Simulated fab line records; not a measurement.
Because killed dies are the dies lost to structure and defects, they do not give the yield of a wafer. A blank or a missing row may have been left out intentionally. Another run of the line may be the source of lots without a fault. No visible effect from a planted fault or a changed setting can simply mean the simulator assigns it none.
Which tool was responsible? :: flow gf180mcu :: 24 lots with 72 wafers sampled at 6 steps, on a route of 602 steps

== WHAT THE GAUGES READ, wafer by wafer ==
GF_SAB_CD_MEAS_09: target cd 420 nm. Usual: cd-nm reads 420.2 nm (standard deviation 2.2).
lot: L074
measured: day 15 08:54
on: cd-sem-01
cd-nm (nm): 420.4 418.7 420.2
flag: 

lot: L075
measured: day 15 12:24
on: cd-sem-01
cd-nm (nm): 422.1 420.4 418.7
flag: 

lot: L076
measured: day 15 23:39
on: cd-sem-01
cd-nm (nm): 421.2 419.8 420.1
flag: 

lot: L077
measured: day 16 04:09
on: cd-sem-01
cd-nm (nm): 418.0 418.3 417.7
flag: 

lot: L078
measured: day 16 12:14
on: cd-sem-02
cd-nm (nm): 421.0 418.6 420.4
flag: 

lot: L079
measured: day 16 21:54
on: cd-sem-02
cd-nm (nm): 418.4 420.3 421.1
flag: 

lot: L080
measured: day 17 06:02
on: cd-sem-01
cd-nm (nm): 422.9 422.6 423.0
flag: 

lot: L081
measured: day 17 20:29
on: cd-sem-01
cd-nm (nm): 418.3 418.5 417.5
flag: 

lot: L082
measured: day 18 06:40
on: cd-sem-02
cd-nm (nm): 419.3 419.8 416.9
flag: 

lot: L083
measured: day 18 13:13
on: cd-sem-02
cd-nm (nm): 420.3 419.6 422.1
flag: 

lot: L084
measured: day 18 18:22
on: cd-sem-02
cd-nm (nm): 423.7 425.0 423.5
flag: 

lot: L085
measured: day 19 05:33
on: cd-sem-01
cd-nm (nm): 424.2 424.4 424.0
flag: 

lot: L086
measured: day 19 15:21
on: cd-sem-01
cd-nm (nm): 419.0 417.6 417.9
flag: 

lot: L087
measured: day 19 18:30
on: cd-sem-02
cd-nm (nm): 419.8 418.6 421.6
flag: 

lot: L088
measured: day 20 10:17
on: cd-sem-01
cd-nm (nm): 418.6 419.6 420.0
flag: 

lot: L089
measured: day 20 16:49
on: cd-sem-01
cd-nm (nm): 419.1 417.5 418.4
flag: 

lot: L090
measured: day 21 05:04
on: cd-sem-02
cd-nm (nm): 420.0 420.0 419.2
flag: 

lot: L091
measured: day 21 07:17
on: cd-sem-02
cd-nm (nm): 418.3 418.7 418.4
flag: 

lot: L092
measured: day 21 15:29
on: cd-sem-01
cd-nm (nm): 419.7 420.9 420.4
flag: 

lot: L093
measured: day 21 20:46
on: cd-sem-01
cd-nm (nm): 424.0 425.1 424.6
flag: 

lot: L094
measured: day 22 07:36
on: cd-sem-02
cd-nm (nm): 418.7 418.3 418.8
flag: 

lot: L095
measured: day 22 13:57
on: cd-sem-02
cd-nm (nm): 424.0 422.3 423.5
flag: 

lot: L096
measured: day 22 23:01
on: cd-sem-02
cd-nm (nm): 418.4 419.9 421.0
flag: 

lot: L097
measured: day 23 04:04
on: cd-sem-02
cd-nm (nm): 417.3 419.3 419.2
flag: 

GF_M2_OVL_MEAS_15. Usual: M2_OVL typically reads -1 nm, with standard deviation 5.6.
lot: L074
measured: day 19 11:12
on: overlay-02
M2_OVL (nm): 0 2 4
flag: 

lot: L075
measured: day 19 15:01
on: overlay-01
M2_OVL (nm): -6 6 -8
flag: 

lot: L076
measured: day 20 04:01
on: overlay-02
M2_OVL (nm): -3 -12 0
flag: 

lot: L077
measured: day 20 09:19
on: overlay-01
M2_OVL (nm): 4 9 4
flag: 

lot: L078
measured: day 20 16:53
on: overlay-02
M2_OVL (nm): -7 -3 -3
flag: 

lot: L079
measured: day 21 03:34
on: overlay-01
M2_OVL (nm): 8 6 0
flag: 

lot: L080
measured: day 21 13:18
on: overlay-01
M2_OVL (nm): 3 -1 -3
flag: 

lot: L081
measured: day 22 02:24
on: overlay-01
M2_OVL (nm): 6 0 1
flag: 

lot: L082
measured: day 22 13:53
on: overlay-02
M2_OVL (nm): 7 1 -5
flag: 

lot: L083
measured: day 22 17:57
on: overlay-02
M2_OVL (nm): -10 -3 -3
flag: 

lot: L084
measured: day 23 01:02
on: overlay-02
M2_OVL (nm): 0 3 3
flag: 

lot: L085
measured: day 23 12:05
on: overlay-01
M2_OVL (nm): -3 -3 -5
flag: 

lot: L086
measured: day 23 20:50
on: overlay-02
M2_OVL (nm): -2 -3 -8
flag: 

lot: L087
measured: day 24 00:49
on: overlay-02
M2_OVL (nm): -3 -6 -3
flag: 

lot: L088
measured: day 24 13:34
on: overlay-02
M2_OVL (nm): -8 3 -4
flag: 

lot: L089
measured: day 24 20:38
on: overlay-02
M2_OVL (nm): -6 -8 -10
flag: 

lot: L090
measured: day 25 05:38
on: overlay-01
M2_OVL (nm): -9 2 -4
flag: 

lot: L091
measured: day 25 08:23
on: overlay-01
M2_OVL (nm): 9 11 -8
flag: 

lot: L092
measured: day 25 16:05
on: overlay-02
M2_OVL (nm): -5 5 -2
flag: 

lot: L093
measured: day 25 20:47
on: overlay-02
M2_OVL (nm): 4 3 10
flag: 

lot: L094
measured: day 26 05:58
on: overlay-01
M2_OVL (nm): 4 8 3
flag: 

lot: L095
measured: day 26 11:16
on: overlay-01
M2_OVL (nm): 0 -1 1
flag: 

lot: L096
measured: day 26 20:49
on: overlay-01
M2_OVL (nm): -13 -12 -7
flag: 

lot: L097
measured: day 27 01:19
on: overlay-02
M2_OVL (nm): 5 -9 6
flag: 

GF_V3_RS_MEAS_24: uses a four-point probe to measure. Usual: V3_W_RS typically reads 0.3291 ohm/sq, with standard deviation 0.003.
lot: L074
measured: day 22 16:05
on: film-metro-02
V3_W_RS (ohm/sq): 0.3262 0.3307 0.3353
flag: 

lot: L075
measured: day 22 19:16
on: film-metro-02
V3_W_RS (ohm/sq): 0.3278 0.3349 0.3318
flag: 

lot: L076
measured: day 23 07:17
on: film-metro-04
V3_W_RS (ohm/sq): 0.3322 0.3279 0.3274
flag: 

lot: L077
measured: day 23 12:56
on: film-metro-04
V3_W_RS (ohm/sq): 0.3295 0.3299 0.3251
flag: 

lot: L078
measured: day 23 19:38
on: film-metro-01
V3_W_RS (ohm/sq): 0.3249 0.3271 0.3288
flag: 

lot: L079
measured: day 24 06:23
on: film-metro-01
V3_W_RS (ohm/sq): 0.3296 0.3265 0.3281
flag: 

lot: L080
measured: day 24 15:56
on: film-metro-04
V3_W_RS (ohm/sq): 0.3272 0.3272 0.3296
flag: 

lot: L081
measured: day 25 02:30
on: film-metro-01
V3_W_RS (ohm/sq): 0.3313 0.3356 0.3356
flag: 

lot: L082
measured: day 25 15:44
on: film-metro-01
V3_W_RS (ohm/sq): 0.3293 0.3292 0.3328
flag: 

lot: L083
measured: day 25 17:32
on: film-metro-04
V3_W_RS (ohm/sq): 0.3280 0.3267 0.3290
flag: 

lot: L084
measured: day 26 00:29
on: film-metro-02
V3_W_RS (ohm/sq): 0.3273 0.3300 0.3283
flag: 

lot: L085
measured: day 26 10:15
on: film-metro-01
V3_W_RS (ohm/sq): 0.3296 0.3269 0.3256
flag: 

lot: L086
measured: day 26 18:38
on: film-metro-04
V3_W_RS (ohm/sq): 0.3281 0.3321 0.3243
flag: 

lot: L087
measured: day 26 21:01
on: film-metro-02
V3_W_RS (ohm/sq): 0.3310 0.3310 0.3344
flag: 

lot: L088
measured: day 27 10:20
on: film-metro-02
V3_W_RS (ohm/sq): 0.3286 0.3338 0.3282
flag: 

lot: L089
measured: day 27 16:11
on: film-metro-04
V3_W_RS (ohm/sq): 0.3276 0.3282 0.3289
flag: 

lot: L090
measured: day 28 00:44
on: film-metro-04
V3_W_RS (ohm/sq): 0.3260 0.3276 0.3240
flag: 

lot: L091
measured: day 28 03:04
on: film-metro-01
V3_W_RS (ohm/sq): 0.3281 0.3266 0.3338
flag: 

lot: L092
measured: day 28 10:09
on: film-metro-02
V3_W_RS (ohm/sq): 0.3274 0.3247 0.3233
flag: 

lot: L093
measured: day 28 14:51
on: film-metro-04
V3_W_RS (ohm/sq): 0.3276 0.3304 0.3275
flag: 

lot: L094
measured: day 28 22:54
on: film-metro-04
V3_W_RS (ohm/sq): 0.3284 0.3282 0.3296
flag: 

lot: L095
measured: day 29 05:25
on: film-metro-04
V3_W_RS (ohm/sq): 0.3313 0.3272 0.3253
flag: 

lot: L096
measured: day 29 13:39
on: film-metro-01
V3_W_RS (ohm/sq): 0.3347 0.3308 0.3314
flag: 

lot: L097
measured: day 29 17:20
on: film-metro-02
V3_W_RS (ohm/sq): 0.3297 0.3265 0.3348
flag: 

GF_V3_THK_MEAS_25: measures by xrf. Usual: V3_W_THK typically reads 353 nm, with standard deviation 4.3.
lot: L074
measured: day 22 16:11
on: film-metro-02
V3_W_THK (nm): 353 348 344
flag: 

lot: L075
measured: day 22 19:23
on: film-metro-02
V3_W_THK (nm): 352 344 349
flag: 

lot: L076
measured: day 23 07:24
on: film-metro-04
V3_W_THK (nm): 350 353 354
flag: 

lot: L077
measured: day 23 13:04
on: film-metro-04
V3_W_THK (nm): 352 352 358
flag: 

lot: L078
measured: day 23 19:44
on: film-metro-01
V3_W_THK (nm): 362 359 356
flag: 

lot: L079
measured: day 24 06:31
on: film-metro-01
V3_W_THK (nm): 355 355 357
flag: 

lot: L080
measured: day 24 16:03
on: film-metro-04
V3_W_THK (nm): 357 356 351
flag: 

lot: L081
measured: day 25 02:37
on: film-metro-01
V3_W_THK (nm): 351 347 347
flag: 

lot: L082
measured: day 25 15:51
on: film-metro-01
V3_W_THK (nm): 354 355 351
flag: 

lot: L083
measured: day 25 17:38
on: film-metro-04
V3_W_THK (nm): 357 356 354
flag: 

lot: L084
measured: day 26 00:34
on: film-metro-02
V3_W_THK (nm): 351 349 350
flag: 

lot: L085
measured: day 26 10:22
on: film-metro-01
V3_W_THK (nm): 353 356 355
flag: 

lot: L086
measured: day 26 18:46
on: film-metro-04
V3_W_THK (nm): 348 346 353
flag: 

lot: L087
measured: day 26 21:08
on: film-metro-02
V3_W_THK (nm): 350 348 344
flag: 

lot: L088
measured: day 27 10:25
on: film-metro-02
V3_W_THK (nm): 354 347 354
flag: 

lot: L089
measured: day 27 16:17
on: film-metro-04
V3_W_THK (nm): 352 350 350
flag: 

lot: L090
measured: day 28 00:50
on: film-metro-04
V3_W_THK (nm): 358 359 361
flag: 

lot: L091
measured: day 28 03:10
on: film-metro-01
V3_W_THK (nm): 352 353 346
flag: 

lot: L092
measured: day 28 10:15
on: film-metro-02
V3_W_THK (nm): 355 357 361
flag: 

lot: L093
measured: day 28 14:58
on: film-metro-04
V3_W_THK (nm): 357 355 356
flag: 

lot: L094
measured: day 28 23:01
on: film-metro-04
V3_W_THK (nm): 353 356 357
flag: 

lot: L095
measured: day 29 05:32
on: film-metro-04
V3_W_THK (nm): 349 355 358
flag: 

lot: L096
measured: day 29 13:46
on: film-metro-01
V3_W_THK (nm): 347 350 349
flag: 

lot: L097
measured: day 29 17:27
on: film-metro-02
V3_W_THK (nm): 348 352 343
flag: 

== TOOL THAT RAN EACH LOT (tool first, then ch and the chambers of the sampled wafers, then the start) ==
lot: L074
GF_V1_SPUTTER_22: pvd-sputter-04, day 18 10:02
GF_M2_STRIP_17: plasma-asher-04 ch 0,1, day 19 11:22

lot: L075
GF_V1_SPUTTER_22: pvd-sputter-03, day 18 13:49
GF_M2_STRIP_17: plasma-asher-04 ch 0,1, day 19 15:17

lot: L076
GF_V1_SPUTTER_22: pvd-sputter-03, day 19 02:38
GF_M2_STRIP_17: plasma-asher-03 ch 0,1, day 20 04:17

lot: L077
GF_V1_SPUTTER_22: pvd-sputter-02, day 19 07:35
GF_M2_STRIP_17: plasma-asher-04 ch 0,1, day 20 09:28

lot: L078
GF_V1_SPUTTER_22: pvd-sputter-02, day 19 15:53
GF_M2_STRIP_17: plasma-asher-03 ch 0,1, day 20 17:01

lot: L079
GF_V1_SPUTTER_22: pvd-sputter-03, day 20 02:17
GF_M2_STRIP_17: plasma-asher-04 ch 0,1, day 21 03:43

lot: L080
GF_V1_SPUTTER_22: pvd-sputter-02, day 20 11:27
GF_M2_STRIP_17: plasma-asher-01 ch 0,1, day 21 13:26

lot: L081
GF_V1_SPUTTER_22: pvd-sputter-04, day 21 01:38
GF_M2_STRIP_17: plasma-asher-03 ch 1, day 22 02:32

lot: L082
GF_V1_SPUTTER_22: pvd-sputter-03, day 21 13:08
GF_M2_STRIP_17: plasma-asher-01 ch 0, day 22 14:02

lot: L083
GF_V1_SPUTTER_22: pvd-sputter-03, day 21 18:25
GF_M2_STRIP_17: plasma-asher-01 ch 0,1, day 22 18:05

lot: L084
GF_V1_SPUTTER_22: pvd-sputter-02, day 22 00:32
GF_M2_STRIP_17: plasma-asher-03 ch 0,1, day 23 01:12

lot: L085
GF_V1_SPUTTER_22: pvd-sputter-02, day 22 11:49
GF_M2_STRIP_17: plasma-asher-03 ch 0,1, day 23 12:14

lot: L086
GF_V1_SPUTTER_22: pvd-sputter-04, day 22 20:39
GF_M2_STRIP_17: plasma-asher-03 ch 0,1, day 23 20:59

lot: L087
GF_V1_SPUTTER_22: pvd-sputter-02, day 23 01:00
GF_M2_STRIP_17: plasma-asher-04 ch 0,1, day 24 00:58

lot: L088
GF_V1_SPUTTER_22: pvd-sputter-03, day 23 14:18
GF_M2_STRIP_17: plasma-asher-03 ch 0,1, day 24 13:43

lot: L089
GF_V1_SPUTTER_22: pvd-sputter-04, day 23 21:16
GF_M2_STRIP_17: plasma-asher-04 ch 0,1, day 24 20:49

lot: L090
GF_V1_SPUTTER_22: pvd-sputter-04, day 24 06:55
GF_M2_STRIP_17: plasma-asher-01 ch 0, day 25 05:46

lot: L091
GF_V1_SPUTTER_22: pvd-sputter-04, day 24 10:59
GF_M2_STRIP_17: plasma-asher-04 ch 0,1, day 25 08:33

lot: L092
GF_V1_SPUTTER_22: pvd-sputter-04, day 24 17:20
GF_M2_STRIP_17: plasma-asher-03 ch 0,1, day 25 16:15

lot: L093
GF_V1_SPUTTER_22: pvd-sputter-03, day 24 22:23
GF_M2_STRIP_17: plasma-asher-04 ch 0,1, day 25 20:56

lot: L094
GF_V1_SPUTTER_22: pvd-sputter-04, day 25 08:02
GF_M2_STRIP_17: plasma-asher-01 ch 0,1, day 26 06:07

lot: L095
GF_V1_SPUTTER_22: pvd-sputter-04, day 25 13:30
GF_M2_STRIP_17: plasma-asher-01 ch 0,1, day 26 11:25

lot: L096
GF_V1_SPUTTER_22: pvd-sputter-03, day 25 23:11
GF_M2_STRIP_17: plasma-asher-04 ch 0,1, day 26 20:58

lot: L097
GF_V1_SPUTTER_22: pvd-sputter-03, day 26 03:55
GF_M2_STRIP_17: plasma-asher-04 ch 0,1, day 27 01:28
- GF_V1_SPUTTER_22: material TiN, target thk 10 nm, time 40 s.
- GF_M2_STRIP_17: strips in O2/N2.

== AS READ BY THE TOOLS THEMSELVES (means over the sampled wafers that have a number; for cases with no such wafer, the mark the record gives instead) ==
GF_V1_SPUTTER_22. Usual: throttle-valve-pct reads 29.5 % (standard deviation 0.95).
lot: L074
tool: pvd-sputter-04
throttle-valve-pct (%): 28.8
flag: 

lot: L075
tool: pvd-sputter-03
throttle-valve-pct (%): 30.4
flag: 

lot: L076
tool: pvd-sputter-03
throttle-valve-pct (%): 29.9
flag: 

lot: L077
tool: pvd-sputter-02
throttle-valve-pct (%): 29.3
flag: 

lot: L078
tool: pvd-sputter-02
throttle-valve-pct (%): 29.6
flag: 

lot: L079
tool: pvd-sputter-03
throttle-valve-pct (%): 30.3
flag: 

lot: L080
tool: pvd-sputter-02
throttle-valve-pct (%): 30.7
flag: 

lot: L081
tool: pvd-sputter-04
throttle-valve-pct (%): 28.8
flag: 

lot: L082
tool: pvd-sputter-03
throttle-valve-pct (%): 29.7
flag: 

lot: L083
tool: pvd-sputter-03
throttle-valve-pct (%): 29.6
flag: 

lot: L084
tool: pvd-sputter-02
throttle-valve-pct (%): 29.4
flag: 

lot: L085
tool: pvd-sputter-02
throttle-valve-pct (%): 30.4
flag: 

lot: L086
tool: pvd-sputter-04
throttle-valve-pct (%): 29.1
flag: 

lot: L087
tool: pvd-sputter-02
throttle-valve-pct (%): 29.4
flag: 

lot: L088
tool: pvd-sputter-03
throttle-valve-pct (%): 29.5
flag: 

lot: L089
tool: pvd-sputter-04
throttle-valve-pct (%): 28.9
flag: 

lot: L090
tool: pvd-sputter-04
throttle-valve-pct (%): 28.5
flag: 

lot: L091
tool: pvd-sputter-04
throttle-valve-pct (%): 28.7
flag: 

lot: L092
tool: pvd-sputter-04
throttle-valve-pct (%): 29.1
flag: 

lot: L093
tool: pvd-sputter-03
throttle-valve-pct (%): 29.9
flag: 

lot: L094
tool: pvd-sputter-04
throttle-valve-pct (%): 28.8
flag: 

lot: L095
tool: pvd-sputter-04
throttle-valve-pct (%): 28.5
flag: 

lot: L096
tool: pvd-sputter-03
throttle-valve-pct (%): 30.0
flag: 

lot: L097
tool: pvd-sputter-03
throttle-valve-pct (%): 30.4
flag: 

GF_M2_STRIP_17. Usual: drypump-motor-current-A 5.34 A, standard deviation 0.29; heater-power-w 344 W, standard deviation 50; n2-flow-sccm 300.0 sccm, standard deviation 0.85; o2-flow-sccm 3001 sccm, standard deviation 7.9; oes-product-au 0.549 a.u., standard deviation 0.0048; strip-time-to-endpoint-s 7.67 s, standard deviation 0.033.
lot: L074
tool: plasma-asher-04
drypump-motor-current-A (A): 5.09
heater-power-w (W): 331
n2-flow-sccm (sccm): 299.6
o2-flow-sccm (sccm): 2999
oes-product-au (a.u.): 0.545
strip-time-to-endpoint-s (s): 7.66
flag: 

lot: L075
tool: plasma-asher-04
drypump-motor-current-A (A): 5.35
heater-power-w (W): 335
n2-flow-sccm (sccm): 300.5
o2-flow-sccm (sccm): 3003
oes-product-au (a.u.): 0.546
strip-time-to-endpoint-s (s): 7.68
flag: 

lot: L076
tool: plasma-asher-03
drypump-motor-current-A (A): 5.56
heater-power-w (W): 325
n2-flow-sccm (sccm): 299.7
o2-flow-sccm (sccm): 2990
oes-product-au (a.u.): 0.547
strip-time-to-endpoint-s (s): 7.68
flag: 

lot: L077
tool: plasma-asher-04
drypump-motor-current-A (A): 5.35
heater-power-w (W): 335
n2-flow-sccm (sccm): 299.7
o2-flow-sccm (sccm): 2992
oes-product-au (a.u.): 0.550
strip-time-to-endpoint-s (s): 7.69
flag: 

lot: L078
tool: plasma-asher-03
drypump-motor-current-A (A): 5.56
heater-power-w (W): 329
n2-flow-sccm (sccm): 300.5
o2-flow-sccm (sccm): 3001
oes-product-au (a.u.): 0.547
strip-time-to-endpoint-s (s): 7.67
flag: 

lot: L079
tool: plasma-asher-04
drypump-motor-current-A (A): 5.09
heater-power-w (W): 325
n2-flow-sccm (sccm): 300.2
o2-flow-sccm (sccm): 3009
oes-product-au (a.u.): 0.551
strip-time-to-endpoint-s (s): 7.72
flag: 

lot: L080
tool: plasma-asher-01
drypump-motor-current-A (A): 5.24
heater-power-w (W): 351
n2-flow-sccm (sccm): 299.8
o2-flow-sccm (sccm): 3000
oes-product-au (a.u.): 0.554
strip-time-to-endpoint-s (s): 7.70
flag: 

lot: L081
tool: plasma-asher-03
drypump-motor-current-A (A): 5.64
heater-power-w (W): 271
n2-flow-sccm (sccm): 300.5
o2-flow-sccm (sccm): 3001
oes-product-au (a.u.): 0.551
strip-time-to-endpoint-s (s): 7.68
flag: 

lot: L082
tool: plasma-asher-01
drypump-motor-current-A (A): 5.36
heater-power-w (W): 338
n2-flow-sccm (sccm): 299.5
o2-flow-sccm (sccm): 2996
oes-product-au (a.u.): 0.547
strip-time-to-endpoint-s (s): 7.63
flag: 

lot: L083
tool: plasma-asher-01
drypump-motor-current-A (A): 5.22
heater-power-w (W): 354
n2-flow-sccm (sccm): 300.3
o2-flow-sccm (sccm): 2996
oes-product-au (a.u.): 0.551
strip-time-to-endpoint-s (s): 7.68
flag: 

lot: L084
tool: plasma-asher-03
drypump-motor-current-A (A): 5.53
heater-power-w (W): 386
n2-flow-sccm (sccm): 301.1
o2-flow-sccm (sccm): 2998
oes-product-au (a.u.): 0.548
strip-time-to-endpoint-s (s): 7.66
flag: 

lot: L085
tool: plasma-asher-03
drypump-motor-current-A (A): 5.53
heater-power-w (W): 387
n2-flow-sccm (sccm): 299.8
o2-flow-sccm (sccm): 2992
oes-product-au (a.u.): 0.551
strip-time-to-endpoint-s (s): 7.68
flag: 

lot: L086
tool: plasma-asher-03
drypump-motor-current-A (A): 5.57
heater-power-w (W): 327
n2-flow-sccm (sccm): 299.6
o2-flow-sccm (sccm): 2998
oes-product-au (a.u.): 0.548
strip-time-to-endpoint-s (s): 7.66
flag: 

lot: L087
tool: plasma-asher-04
drypump-motor-current-A (A): 5.36
heater-power-w (W): 340
n2-flow-sccm (sccm): 299.9
o2-flow-sccm (sccm): 3002
oes-product-au (a.u.): 0.549
strip-time-to-endpoint-s (s): 7.64
flag: 

lot: L088
tool: plasma-asher-03
drypump-motor-current-A (A): 5.58
heater-power-w (W): 331
n2-flow-sccm (sccm): 300.0
o2-flow-sccm (sccm): 3010
oes-product-au (a.u.): 0.547
strip-time-to-endpoint-s (s): 7.63
flag: 

lot: L089
tool: plasma-asher-04
drypump-motor-current-A (A): 5.33
heater-power-w (W): 338
n2-flow-sccm (sccm): 300.5
o2-flow-sccm (sccm): 3007
oes-product-au (a.u.): 0.551
strip-time-to-endpoint-s (s): 7.66
flag: 

lot: L090
tool: plasma-asher-01
drypump-motor-current-A (A): 5.39
heater-power-w (W): 338
n2-flow-sccm (sccm): 300.0
o2-flow-sccm (sccm): 3001
oes-product-au (a.u.): 0.550
strip-time-to-endpoint-s (s): 7.66
flag: 

lot: L091
tool: plasma-asher-04
drypump-motor-current-A (A): 5.36
heater-power-w (W): 332
n2-flow-sccm (sccm): 300.0
o2-flow-sccm (sccm): 3003
oes-product-au (a.u.): 0.544
strip-time-to-endpoint-s (s): 7.67
flag: 

lot: L092
tool: plasma-asher-03
drypump-motor-current-A (A): 5.57
heater-power-w (W): 326
n2-flow-sccm (sccm): 299.9
o2-flow-sccm (sccm): 3005
oes-product-au (a.u.): 0.552
strip-time-to-endpoint-s (s): 7.67
flag: 

lot: L093
tool: plasma-asher-04
drypump-motor-current-A (A): 5.33
heater-power-w (W): 332
n2-flow-sccm (sccm): 298.2
o2-flow-sccm (sccm): 2997
oes-product-au (a.u.): 0.552
strip-time-to-endpoint-s (s): 7.69
flag: 

lot: L094
tool: plasma-asher-01
drypump-motor-current-A (A): 5.31
heater-power-w (W): 349
n2-flow-sccm (sccm): 300.3
o2-flow-sccm (sccm): 2998
oes-product-au (a.u.): 0.548
strip-time-to-endpoint-s (s): 7.68
flag: 

lot: L095
tool: plasma-asher-01
drypump-motor-current-A (A): 5.29
heater-power-w (W): 345
n2-flow-sccm (sccm): 299.5
o2-flow-sccm (sccm): 2999
oes-product-au (a.u.): 0.547
strip-time-to-endpoint-s (s): 7.69
flag: 

lot: L096
tool: plasma-asher-04
drypump-motor-current-A (A): 5.36
heater-power-w (W): 338
n2-flow-sccm (sccm): 300.0
o2-flow-sccm (sccm): 3002
oes-product-au (a.u.): 0.548
strip-time-to-endpoint-s (s): 7.70
flag: 

lot: L097
tool: plasma-asher-04
drypump-motor-current-A (A): 5.34
heater-power-w (W): 332
n2-flow-sccm (sccm): 298.8
o2-flow-sccm (sccm): 3004
oes-product-au (a.u.): 0.545
strip-time-to-endpoint-s (s): 7.64
flag: 

== THE ANSWER, worked out from the rows above alone ==
Rule: take the mean of a lot's wafers that have a number; if it is more than 3 standard deviations from the usual mean, the lot is off. A lot without any number at a reading at which 4 lots or more have one is off too. Where the step has rows for the other lots, those lots are counted as sound. First the gauges in route order, then the tools' own readings, where a lot's mean is used as printed above. The first step at which some lot is off is used, and at that step the reading that is off furthest; a lot without a number counts as furthest.
No lot is off at any reading shown: from this, nothing can be told.

== WHAT THE SIMULATOR HAD INSERTED ==
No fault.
